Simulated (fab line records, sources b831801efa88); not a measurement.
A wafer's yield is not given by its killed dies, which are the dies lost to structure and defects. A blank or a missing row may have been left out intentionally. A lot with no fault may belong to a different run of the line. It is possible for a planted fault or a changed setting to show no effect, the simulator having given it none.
Chamber matching + flow gf180mcu + GF_V4_CMP_04 on cmp-01 has 4 sister chambers
The step polishes SiO2. 8 wafers are shown with their chamber, then 9 later ones without.

== WAFERS WITH THEIR CHAMBER ==
| wafer  | chamber | motorCurrentA (A) | timeToEndpointS (s) |
|--------|---------|-------------------|---------------------|
| L246.5 | 3       | 11.7              | 87                  |
| L246.6 | 2       | 11.1              | 81                  |
| L247.2 | 2       | 12.0              | 73                  |
| L248.4 | 1       | 13.4              | 76                  |
| L248.5 | 0       | 12.3              | 78                  |
| L250.1 | 3       | 11.6              | 83                  |
| L250.2 | 0       | 12.5              | 81                  |
| L250.4 | 1       | 13.0              | 80                  |

== WAFERS WITHOUT THEIR CHAMBER ==
| wafer  | motorCurrentA (A) | timeToEndpointS (s) |
|--------|-------------------|---------------------|
| L251.1 | 13.1              | 75                  |
| L251.3 | 11.2              | 76                  |
| L251.6 | 11.6              | 77                  |
| L254.3 | 11.2              | 89                  |
| L254.4 | 12.6              | 85                  |
| L254.5 | 11.1              | 88                  |
| L255.3 | 12.6              | 82                  |
| L255.4 | 11.4              | 91                  |
| L255.6 | 11.2              | 91                  |

== THE CHAMBER EACH PASSED THROUGH ==
| wafer  | from the rows above          | in truth |
|--------|------------------------------|----------|
| L251.1 | can't be placed: 1 or 0      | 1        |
| L251.3 | can't be placed: 2 or 3      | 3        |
| L251.6 | 2                            | 2        |
| L254.3 | can't be placed: 3 or 2      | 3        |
| L254.4 | can't be placed: 0 or 1 or 3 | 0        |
| L254.5 | can't be placed: 3 or 2      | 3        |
| L255.3 | can't be placed: 0 or 1 or 3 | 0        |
| L255.4 | 3                            | 3        |
| L255.6 | can't be placed: 3 or 2      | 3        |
Correctly placed: 2 of 9. Unplaceable from these rows: 7, with the true chamber sitting among the candidates in 7. Number placed wrongly: 0.
How it was worked out, from the rows above alone: a wafer's distance from a chamber is the root of the sum, over the readings, of the square of ((its reading less the chamber's mean) divided by the reading's scatter). The wafer belongs to the nearest chamber; if the next one is less than 2 further off, it can't be placed. For every chamber, the mean is computed from those of its wafers that are shown. The scatter: the root of (the sum of the squares of (reading less its chamber's mean) over the shown wafers, divided by (wafers less chambers)).
